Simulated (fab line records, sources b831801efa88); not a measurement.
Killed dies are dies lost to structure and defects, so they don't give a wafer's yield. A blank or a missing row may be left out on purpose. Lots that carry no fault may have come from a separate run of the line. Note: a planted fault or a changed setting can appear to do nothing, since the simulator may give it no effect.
fab line records || flow sky130 || part 2 of 2: steps 27 to 39 of 39
[record] {"lots": 5, "wafers": 15, "lastDay": 50}
route steps=708 shown FIELD_ISO@10 NWELL@32 DNWELL@35 PWDE@45
lots with no fault: from the same line, run without faults
startH: hours from the record's first day to the start of the lot's first wafer shown || waitH: how many hours have passed since the lot's step before this one || " identical to the entry in the row above || L1.1+2: one row covering several wafers at once || - no value, or no start was given || * or withheld: withheld || < > ~ a bound
route shown NAME@n: NAME is a module with steps in the file, n the number in the route of the first one || usual: average and standard deviation across the fault-free wafers || same: alike in all rows || chamber/n: place in a boat || sites: per-site readings || _std_site: how widely they spread, as a standard deviation || _edge_site: the outer-site mean with the inner-site mean subtracted || radiusMm: for every site, how far away it sits from the centre of the wafer || mask NAME#n: copy n || behind: the last tool/chamber to shape the wafer || hold: cause of the lot's hold/its duration in hours/its outcome || device: the n, p or np transistor that did not switch || end of line: tests of these same wafers at the route's end || a step given without rows: its recipe and nothing more || killed: dies lost to structure and defects at the first sort, not the wafer's yield || map: a wafer's dies, x killed, . not, _ none there
set.NAME: setting as actually run; set.NAME@STEP: the setting as run at that earlier step || model.NAME: the simulator's own value behind a step, which no gauge read
certain route steps with their lots: each step a table, each wafer a row
services: a tool's chamber out of use, with start hour (startH, from the record's first day; less than 0 if before it), hours out, and reason
[[steps]]
[step SKY_DNWELL_HMDS_01]
[recipe] {"primeTimeS": 60, "primeTempC": 120}
{"lot.wafer": "L078.1+3+6", "tool": "lithoTrack-01", "chamber": 0, "startH": 64.28, "waitH": 0.1}
{"lot.wafer": "L081.1+4+5", "tool": "lithoTrack-02", "chamber": 0, "startH": 82.60, "waitH": 0.1}
{"lot.wafer": "L082.4+5+6", "tool": "lithoTrack-04", "chamber": 0, "startH": 86.82, "waitH": 0.1}
{"lot.wafer": "L094.2+3+6", "tool": "lithoTrack-02", "chamber": 0, "startH": 154.43, "waitH": 0.1}
{"lot.wafer": "L096.2+3+4", "tool": "lithoTrack-04", "chamber": 0, "startH": 166.32, "waitH": 0.1}
[step SKY_DNWELL_COAT_02]
[recipe] {"spinRpm": 2000, "resistThkNm": 3000}
[usual] {"dispensePressureKPa": "52/5.9"}
{"lot.wafer": "L078.1", "tool": "lithoTrack-01", "chamber": 0, "startH": 64.43, "waitH": 0.1, "dispensePressureKPa": 59}
{"lot.wafer": "L078.3", "tool": "lithoTrack-01", "chamber": 0, "startH": 64.43, "waitH": 0.1, "dispensePressureKPa": 59}
{"lot.wafer": "L078.6", "tool": "lithoTrack-01", "chamber": 0, "startH": 64.43, "waitH": 0.1, "dispensePressureKPa": 59}
{"lot.wafer": "L081.1", "tool": "lithoTrack-02", "chamber": 0, "startH": 82.75, "waitH": 0.1, "dispensePressureKPa": 50}
{"lot.wafer": "L081.4", "tool": "lithoTrack-02", "chamber": 0, "startH": 82.75, "waitH": 0.1, "dispensePressureKPa": 50}
{"lot.wafer": "L081.5", "tool": "lithoTrack-02", "chamber": 0, "startH": 82.75, "waitH": 0.1, "dispensePressureKPa": 50}
{"lot.wafer": "L082.4", "tool": "lithoTrack-04", "chamber": 0, "startH": 86.97, "waitH": 0.1, "dispensePressureKPa": 45}
{"lot.wafer": "L082.5", "tool": "lithoTrack-04", "chamber": 0, "startH": 86.97, "waitH": 0.1, "dispensePressureKPa": 45}
{"lot.wafer": "L082.6", "tool": "lithoTrack-04", "chamber": 0, "startH": 86.97, "waitH": 0.1, "dispensePressureKPa": 45}
{"lot.wafer": "L094.2", "tool": "lithoTrack-02", "chamber": 0, "startH": 154.58, "waitH": 0.1, "dispensePressureKPa": 50}
{"lot.wafer": "L094.3", "tool": "lithoTrack-02", "chamber": 0, "startH": 154.58, "waitH": 0.1, "dispensePressureKPa": 50}
{"lot.wafer": "L094.6", "tool": "lithoTrack-02", "chamber": 0, "startH": 154.58, "waitH": 0.1, "dispensePressureKPa": 50}
{"lot.wafer": "L096.2", "tool": "lithoTrack-04", "chamber": 0, "startH": 166.47, "waitH": 0.1, "dispensePressureKPa": 45}
{"lot.wafer": "L096.3", "tool": "lithoTrack-04", "chamber": 0, "startH": 166.47, "waitH": 0.1, "dispensePressureKPa": 45}
{"lot.wafer": "L096.4", "tool": "lithoTrack-04", "chamber": 0, "startH": 166.47, "waitH": 0.1, "dispensePressureKPa": 45}
[step SKY_DNWELL_SOFTBAKE_03]
[recipe] {"tempC": 110, "timeS": "withheld"}
{"lot.wafer": "L078.1+3+6", "tool": "lithoTrack-01", "chamber": 0, "startH": 64.58, "waitH": 0.1}
{"lot.wafer": "L081.1+4+5", "tool": "lithoTrack-02", "chamber": 0, "startH": 82.90, "waitH": 0.1}
{"lot.wafer": "L082.4+5+6", "tool": "lithoTrack-04", "chamber": 0, "startH": 87.14, "waitH": 0.1}
{"lot.wafer": "L094.2+3+6", "tool": "lithoTrack-02", "chamber": 0, "startH": 154.73, "waitH": 0.1}
{"lot.wafer": "L096.2+3+4", "tool": "lithoTrack-04", "chamber": 0, "startH": 166.63, "waitH": 0.1}
[step SKY_DNWELL_EXPOSE_04]
[recipe] {"maskId": "DNM", "na": 0.57, "targetCdNm": 3000, "doseMj": 222}
[usual] {"exposureDoseMJCm2": "221.96/0.24", "focusOffsetNm": "0.1/0.5"}
{"lot.wafer": "L078.1", "tool": "ilineStepper-01", "chamber": 0, "startH": "-", "waitH": "-", "mask": "DNM#0", "exposureDoseMJCm2": 222.49, "focusOffsetNm": 0.5}
{"lot.wafer": "L078.3", "tool": "ilineStepper-01", "chamber": 0, "startH": "-", "waitH": "-", "mask": "DNM#0", "exposureDoseMJCm2": 221.97, "focusOffsetNm": -0.1}
{"lot.wafer": "L078.6", "tool": "ilineStepper-01", "chamber": 0, "startH": "-", "waitH": "-", "mask": "DNM#0", "exposureDoseMJCm2": 222.08, "focusOffsetNm": 0.2}
{"lot.wafer": "L081.1", "tool": "ilineStepper-02", "chamber": 0, "startH": "-", "waitH": "-", "mask": "DNM#0", "exposureDoseMJCm2": 222.10, "focusOffsetNm": -0.4}
{"lot.wafer": "L081.4", "tool": "ilineStepper-02", "chamber": 0, "startH": "-", "waitH": "-", "mask": "DNM#0", "exposureDoseMJCm2": 221.62, "focusOffsetNm": 0.9}
{"lot.wafer": "L081.5", "tool": "ilineStepper-02", "chamber": 0, "startH": "-", "waitH": "-", "mask": "DNM#0", "exposureDoseMJCm2": 221.95, "focusOffsetNm": -0.2}
{"lot.wafer": "L082.4", "tool": "ilineStepper-01", "chamber": 0, "startH": "-", "waitH": "-", "mask": "DNM#0", "exposureDoseMJCm2": 222.11, "focusOffsetNm": -0.1}
{"lot.wafer": "L082.5", "tool": "ilineStepper-01", "chamber": 0, "startH": "-", "waitH": "-", "mask": "DNM#0", "exposureDoseMJCm2": 222.36, "focusOffsetNm": -0.2}
{"lot.wafer": "L082.6", "tool": "ilineStepper-01", "chamber": 0, "startH": "-", "waitH": "-", "mask": "DNM#0", "exposureDoseMJCm2": 222.19, "focusOffsetNm": 0.0}
{"lot.wafer": "L094.2", "tool": "ilineStepper-01", "chamber": 0, "startH": "-", "waitH": "-", "mask": "DNM#0", "exposureDoseMJCm2": 222.17, "focusOffsetNm": 0.8}
{"lot.wafer": "L094.3", "tool": "ilineStepper-01", "chamber": 0, "startH": "-", "waitH": "-", "mask": "DNM#0", "exposureDoseMJCm2": 222.24, "focusOffsetNm": 1.4}
{"lot.wafer": "L094.6", "tool": "ilineStepper-01", "chamber": 0, "startH": "-", "waitH": "-", "mask": "DNM#0", "exposureDoseMJCm2": 221.92, "focusOffsetNm": 1.6}
{"lot.wafer": "L096.2", "tool": "ilineStepper-01", "chamber": 0, "startH": "-", "waitH": "-", "mask": "DNM#0", "exposureDoseMJCm2": 222.15, "focusOffsetNm": -0.4}
{"lot.wafer": "L096.3", "tool": "ilineStepper-01", "chamber": 0, "startH": "-", "waitH": "-", "mask": "DNM#0", "exposureDoseMJCm2": 222.28, "focusOffsetNm": 0.3}
{"lot.wafer": "L096.4", "tool": "ilineStepper-01", "chamber": 0, "startH": "-", "waitH": "-", "mask": "DNM#0", "exposureDoseMJCm2": 222.10, "focusOffsetNm": -0.2}
[step SKY_DNWELL_PEB_05]
[recipe] {"tempC": 115, "timeS": "withheld"}
{"lot.wafer": "L078.1+3+6", "tool": "lithoTrack-02", "chamber": 0, "startH": "-", "waitH": "-"}
{"lot.wafer": "L081.1+4+5", "tool": "lithoTrack-04", "chamber": 0, "startH": "-", "waitH": "-"}
{"lot.wafer": "L082.4+5+6", "tool": "lithoTrack-01", "chamber": 0, "startH": "-", "waitH": "-"}
{"lot.wafer": "L094.2+3+6", "tool": "lithoTrack-02", "chamber": 0, "startH": "-", "waitH": "-"}
{"lot.wafer": "L096.2+3+4", "tool": "lithoTrack-01", "chamber": 0, "startH": "-", "waitH": "-"}
[step SKY_DNWELL_DEVELOP_06]
[recipe] {"wallAngleDeg": 90, "developer": "TMAH", "developTimeS": 60, "devTempC": 23}
{"lot.wafer": "L078.1+3+6", "tool": "lithoTrack-02", "chamber": 0, "startH": "-", "waitH": "-"}
{"lot.wafer": "L081.1+4+5", "tool": "lithoTrack-04", "chamber": 0, "startH": "-", "waitH": "-"}
{"lot.wafer": "L082.4+5+6", "tool": "lithoTrack-01", "chamber": 0, "startH": "-", "waitH": "-"}
{"lot.wafer": "L094.2+3+6", "tool": "lithoTrack-02", "chamber": 0, "startH": "-", "waitH": "-"}
{"lot.wafer": "L096.2+3+4", "tool": "lithoTrack-01", "chamber": 0, "startH": "-", "waitH": "-"}
[step SKY_DNWELL_IMPLANT_07]
[recipe] {"species": "P", "energyKev": "withheld", "doseCm2": "withheld", "tiltDeg": "withheld"}
[same] {"implantIonAmu": "*"}
{"lot.wafer": "L078.1+3+6", "tool": "implanter-04", "chamber": 0, "startH": 73.20, "waitH": "-"}
{"lot.wafer": "L081.1+4+5", "tool": "implanter-04", "chamber": 0, "startH": 91.44, "waitH": "-"}
{"lot.wafer": "L082.4+5+6", "tool": "implanter-03", "chamber": 0, "startH": 96.20, "waitH": "-"}
{"lot.wafer": "L094.2+3+6", "tool": "implanter-04", "chamber": 0, "startH": 164.98, "waitH": "-"}
{"lot.wafer": "L096.2+3+4", "tool": "implanter-02", "chamber": 0, "startH": 177.10, "waitH": "-"}
[step SKY_DNWELL_STRIP_08]
[recipe] {"chemistry": "O2/N2", "powerW": 1400, "pressureMtorr": 1500, "platenTempC": "withheld", "o2FlowSccm": 3000, "n2FlowSccm": 300, "overashFraction": 0.5}
[usual] {"drypumpMotorCurrentA": "5.6/0.46", "oesProductAu": "0.722/0.005", "stripTimeToEndpointS": "36.94/0.11"}
{"lot.wafer": "L078.1", "tool": "plasmaAsher-01", "chamber": 1, "startH": 73.35, "waitH": 0.1, "drypumpMotorCurrentA": 5.6, "oesProductAu": 0.720, "rfHoursCounterH": 41, "stripTimeToEndpointS": 36.97}
{"lot.wafer": "L078.3", "tool": "plasmaAsher-01", "chamber": 1, "startH": 73.35, "waitH": 0.1, "drypumpMotorCurrentA": 5.6, "oesProductAu": 0.723, "rfHoursCounterH": "-", "stripTimeToEndpointS": 36.93}
{"lot.wafer": "L078.6", "tool": "plasmaAsher-01", "chamber": 1, "startH": 73.35, "waitH": 0.1, "drypumpMotorCurrentA": 5.6, "oesProductAu": 0.721, "rfHoursCounterH": "-", "stripTimeToEndpointS": 36.92}
{"lot.wafer": "L081.1", "tool": "plasmaAsher-01", "chamber": 1, "startH": 91.59, "waitH": 0.1, "drypumpMotorCurrentA": 5.6, "oesProductAu": 0.718, "rfHoursCounterH": 43, "stripTimeToEndpointS": 36.91}
{"lot.wafer": "L081.4", "tool": "plasmaAsher-01", "chamber": 1, "startH": 91.59, "waitH": 0.1, "drypumpMotorCurrentA": 5.6, "oesProductAu": 0.727, "rfHoursCounterH": "-", "stripTimeToEndpointS": 36.88}
{"lot.wafer": "L081.5", "tool": "plasmaAsher-01", "chamber": 0, "startH": 91.59, "waitH": 0.1, "drypumpMotorCurrentA": 6.1, "oesProductAu": 0.721, "rfHoursCounterH": "-", "stripTimeToEndpointS": 37.03}
{"lot.wafer": "L082.4", "tool": "plasmaAsher-04", "chamber": 0, "startH": 96.31, "waitH": 0.1, "drypumpMotorCurrentA": 6.1, "oesProductAu": 0.725, "rfHoursCounterH": "-", "stripTimeToEndpointS": 36.94}
{"lot.wafer": "L082.5", "tool": "plasmaAsher-04", "chamber": 0, "startH": 96.31, "waitH": 0.1, "drypumpMotorCurrentA": 6.2, "oesProductAu": 0.725, "rfHoursCounterH": "-", "stripTimeToEndpointS": 36.89}
{"lot.wafer": "L082.6", "tool": "plasmaAsher-04", "chamber": 1, "startH": 96.31, "waitH": 0.1, "drypumpMotorCurrentA": 5.5, "oesProductAu": 0.723, "rfHoursCounterH": "-", "stripTimeToEndpointS": 36.89}
{"lot.wafer": "L094.2", "tool": "plasmaAsher-02", "chamber": 1, "startH": 165.10, "waitH": 0.1, "drypumpMotorCurrentA": 4.8, "oesProductAu": 0.714, "rfHoursCounterH": 33, "stripTimeToEndpointS": 36.92}
{"lot.wafer": "L094.3", "tool": "plasmaAsher-02", "chamber": 1, "startH": 165.10, "waitH": 0.1, "drypumpMotorCurrentA": 4.8, "oesProductAu": 0.721, "rfHoursCounterH": "-", "stripTimeToEndpointS": 36.99}
{"lot.wafer": "L094.6", "tool": "plasmaAsher-02", "chamber": 0, "startH": 165.10, "waitH": 0.1, "drypumpMotorCurrentA": 5.7, "oesProductAu": 0.723, "rfHoursCounterH": "-", "stripTimeToEndpointS": 36.87}
{"lot.wafer": "L096.2", "tool": "plasmaAsher-04", "chamber": 1, "startH": 177.23, "waitH": 0.1, "drypumpMotorCurrentA": 5.6, "oesProductAu": 0.720, "rfHoursCounterH": 50, "stripTimeToEndpointS": 36.82}
{"lot.wafer": "L096.3", "tool": "plasmaAsher-04", "chamber": 0, "startH": 177.23, "waitH": 0.1, "drypumpMotorCurrentA": 6.2, "oesProductAu": 0.727, "rfHoursCounterH": "-", "stripTimeToEndpointS": 36.83}
{"lot.wafer": "L096.4", "tool": "plasmaAsher-04", "chamber": 1, "startH": 177.23, "waitH": 0.1, "drypumpMotorCurrentA": 5.6, "oesProductAu": 0.723, "rfHoursCounterH": "-", "stripTimeToEndpointS": 36.81}
[step SKY_DNWELL_TW_MEAS_09]
[usual] {"DNWELL_TW": "1118/12"}
{"lot.wafer": "L078.1", "tool": "filmMetro-02", "chamber": "-", "startH": 73.45, "waitH": 0.1, "DNWELL_TW": 1136}
{"lot.wafer": "L078.3", "tool": "filmMetro-02", "chamber": "-", "startH": 73.45, "waitH": 0.1, "DNWELL_TW": 1133}
{"lot.wafer": "L078.6", "tool": "filmMetro-02", "chamber": "-", "startH": 73.45, "waitH": 0.1, "DNWELL_TW": 1133}
{"lot.wafer": "L081.1", "tool": "filmMetro-03", "chamber": "-", "startH": 91.69, "waitH": 0.1, "DNWELL_TW": 1123}
{"lot.wafer": "L081.4", "tool": "filmMetro-03", "chamber": "-", "startH": 91.69, "waitH": 0.1, "DNWELL_TW": 1127}
{"lot.wafer": "L081.5", "tool": "filmMetro-03", "chamber": "-", "startH": 91.69, "waitH": 0.1, "DNWELL_TW": 1119}
{"lot.wafer": "L082.4", "tool": "filmMetro-04", "chamber": "-", "startH": 96.41, "waitH": 0.1, "DNWELL_TW": 1107}
{"lot.wafer": "L082.5", "tool": "filmMetro-04", "chamber": "-", "startH": 96.41, "waitH": 0.1, "DNWELL_TW": 1107}
{"lot.wafer": "L082.6", "tool": "filmMetro-04", "chamber": "-", "startH": 96.41, "waitH": 0.1, "DNWELL_TW": 1103}
{"lot.wafer": "L094.2", "tool": "filmMetro-04", "chamber": "-", "startH": 165.21, "waitH": 0.1, "DNWELL_TW": 1103}
{"lot.wafer": "L094.3", "tool": "filmMetro-04", "chamber": "-", "startH": 165.21, "waitH": 0.1, "DNWELL_TW": 1109}
{"lot.wafer": "L094.6", "tool": "filmMetro-04", "chamber": "-", "startH": 165.21, "waitH": 0.1, "DNWELL_TW": 1109}
{"lot.wafer": "L096.2", "tool": "filmMetro-04", "chamber": "-", "startH": 177.34, "waitH": 0.1, "DNWELL_TW": 1113}
{"lot.wafer": "L096.3", "tool": "filmMetro-04", "chamber": "-", "startH": 177.34, "waitH": 0.1, "DNWELL_TW": 1114}
{"lot.wafer": "L096.4", "tool": "filmMetro-04", "chamber": "-", "startH": 177.34, "waitH": 0.1, "DNWELL_TW": 1122}
[step SKY_PWDE_DEHYDRATE_00]
[recipe] {"tempC": 200, "timeS": 60}
{"lot.wafer": "L078.1+3+6", "tool": "lithoTrack-02", "chamber": 0, "startH": 80.55, "waitH": 7.1}
{"lot.wafer": "L081.1+4+5", "tool": "lithoTrack-03", "chamber": 0, "startH": 99.97, "waitH": 8.3}
{"lot.wafer": "L082.4+5+6", "tool": "lithoTrack-02", "chamber": 0, "startH": 104.53, "waitH": 8.1}
{"lot.wafer": "L094.2+3+6", "tool": "lithoTrack-02", "chamber": 0, "startH": 174.58, "waitH": 9.4}
{"lot.wafer": "L096.2+3+4", "tool": "lithoTrack-03", "chamber": 0, "startH": 187.15, "waitH": 9.8}
[step SKY_PWDE_HMDS_01]
[recipe] {"primeTimeS": 60, "primeTempC": 120}
{"lot.wafer": "L078.1+3+6", "tool": "lithoTrack-02", "chamber": 0, "startH": 80.70, "waitH": 0.1}
{"lot.wafer": "L081.1+4+5", "tool": "lithoTrack-03", "chamber": 0, "startH": 100.12, "waitH": 0.1}
{"lot.wafer": "L082.4+5+6", "tool": "lithoTrack-02", "chamber": 0, "startH": 104.68, "waitH": 0.1}
{"lot.wafer": "L094.2+3+6", "tool": "lithoTrack-02", "chamber": 0, "startH": 174.73, "waitH": 0.1}
{"lot.wafer": "L096.2+3+4", "tool": "lithoTrack-03", "chamber": 0, "startH": 187.30, "waitH": 0.1}
[step SKY_PWDE_COAT_02]
[recipe] {"spinRpm": 2000, "resistThkNm": 3000}
[usual] {"dispensePressureKPa": "49/5.8"}
{"lot.wafer": "L078.1", "tool": "lithoTrack-02", "chamber": 0, "startH": 80.85, "waitH": 0.1, "dispensePressureKPa": 50}
{"lot.wafer": "L078.3", "tool": "lithoTrack-02", "chamber": 0, "startH": 80.85, "waitH": 0.1, "dispensePressureKPa": 50}
{"lot.wafer": "L078.6", "tool": "lithoTrack-02", "chamber": 0, "startH": 80.85, "waitH": 0.1, "dispensePressureKPa": 50}
{"lot.wafer": "L081.1", "tool": "lithoTrack-03", "chamber": 0, "startH": 100.27, "waitH": 0.1, "dispensePressureKPa": 41}
{"lot.wafer": "L081.4", "tool": "lithoTrack-03", "chamber": 0, "startH": 100.27, "waitH": 0.1, "dispensePressureKPa": 41}
{"lot.wafer": "L081.5", "tool": "lithoTrack-03", "chamber": 0, "startH": 100.27, "waitH": 0.1, "dispensePressureKPa": 41}
{"lot.wafer": "L082.4", "tool": "lithoTrack-02", "chamber": 0, "startH": 104.83, "waitH": 0.1, "dispensePressureKPa": 50}
{"lot.wafer": "L082.5", "tool": "lithoTrack-02", "chamber": 0, "startH": 104.83, "waitH": 0.1, "dispensePressureKPa": 50}
{"lot.wafer": "L082.6", "tool": "lithoTrack-02", "chamber": 0, "startH": 104.83, "waitH": 0.1, "dispensePressureKPa": 50}
{"lot.wafer": "L094.2", "tool": "lithoTrack-02", "chamber": 0, "startH": 174.88, "waitH": 0.1, "dispensePressureKPa": 50}
{"lot.wafer": "L094.3", "tool": "lithoTrack-02", "chamber": 0, "startH": 174.88, "waitH": 0.1, "dispensePressureKPa": 50}
{"lot.wafer": "L094.6", "tool": "lithoTrack-02", "chamber": 0, "startH": 174.88, "waitH": 0.1, "dispensePressureKPa": 50}
{"lot.wafer": "L096.2", "tool": "lithoTrack-03", "chamber": 0, "startH": 187.45, "waitH": 0.1, "dispensePressureKPa": 41}
{"lot.wafer": "L096.3", "tool": "lithoTrack-03", "chamber": 0, "startH": 187.45, "waitH": 0.1, "dispensePressureKPa": 41}
{"lot.wafer": "L096.4", "tool": "lithoTrack-03", "chamber": 0, "startH": 187.45, "waitH": 0.1, "dispensePressureKPa": 41}
[step SKY_PWDE_SOFTBAKE_03]
[recipe] {"tempC": 110, "timeS": "withheld"}
{"lot.wafer": "L078.1+3+6", "tool": "lithoTrack-02", "chamber": 0, "startH": 81.00, "waitH": 0.1}
{"lot.wafer": "L081.1+4+5", "tool": "lithoTrack-03", "chamber": 0, "startH": 100.42, "waitH": 0.1}
{"lot.wafer": "L082.4+5+6", "tool": "lithoTrack-02", "chamber": 0, "startH": 105.00, "waitH": 0.1}
{"lot.wafer": "L094.2+3+6", "tool": "lithoTrack-02", "chamber": 0, "startH": 175.03, "waitH": 0.1}
{"lot.wafer": "L096.2+3+4", "tool": "lithoTrack-03", "chamber": 0, "startH": 187.60, "waitH": 0.1}
[[services]]
{"tool": "krfScanner-02", "chamber": "-", "startH": 18.69, "hours": 1.0, "kind": "pm"}
{"tool": "krfScanner-01", "chamber": "-", "startH": 22.27, "hours": 1.0, "kind": "pm"}
{"tool": "krfScanner-02", "chamber": "-", "startH": 24.89, "hours": 0.2, "kind": "repair"}
{"tool": "krfScanner-01", "chamber": "-", "startH": 27.49, "hours": 0.8, "kind": "pm"}
{"tool": "hdpcvd-01", "chamber": "-", "startH": 35.01, "hours": 0.9, "kind": "repair"}
{"tool": "rieDiel-03", "chamber": 0, "startH": 37.94, "hours": 6.8, "kind": "repair"}
{"tool": "krfScanner-02", "chamber": "-", "startH": 43.11, "hours": 0.8, "kind": "pm"}
{"tool": "rieDiel-03", "chamber": 1, "startH": 58.33, "hours": 1.3, "kind": "repair"}
{"tool": "krfScanner-02", "chamber": "-", "startH": 73.00, "hours": 3.6, "kind": "pm"}
{"tool": "cmp-01", "chamber": "-", "startH": 89.37, "hours": 4.7, "kind": "pm"}
{"tool": "krfScanner-02", "chamber": "-", "startH": 97.49, "hours": 1.3, "kind": "pm"}
{"tool": "implanter-04", "chamber": "-", "startH": 99.23, "hours": 5.5, "kind": "repair"}
{"tool": "cmp-01", "chamber": "-", "startH": 103.23, "hours": 1.5, "kind": "repair"}
{"tool": "furnace-02", "chamber": "-", "startH": 104.78, "hours": 2.8, "kind": "pm"}
{"tool": "furnace-02", "chamber": "-", "startH": 107.56, "hours": 6.7, "kind": "pm"}
{"tool": "rieDiel-03", "chamber": 0, "startH": 125.66, "hours": 1.2, "kind": "repair"}
{"tool": "krfScanner-02", "chamber": "-", "startH": 129.12, "hours": 1.9, "kind": "repair"}
{"tool": "furnace-01", "chamber": "-", "startH": 131.18, "hours": 3.7, "kind": "pm"}
{"tool": "wetBench-01", "chamber": "-", "startH": 138.47, "hours": 5.7, "kind": "repair"}
{"tool": "cmp-01", "chamber": "-", "startH": 143.85, "hours": 0.7, "kind": "repair"}
{"tool": "rieDiel-03", "chamber": 2, "startH": 156.36, "hours": 8.1, "kind": "repair"}
{"tool": "cmp-01", "chamber": "-", "startH": 166.75, "hours": 1.0, "kind": "repair"}
{"tool": "hdpcvd-01", "chamber": "-", "startH": 169.49, "hours": 1.3, "kind": "repair"}
{"tool": "plasmaAsher-02", "chamber": "-", "startH": 170.31, "hours": 2.8, "kind": "pm"}
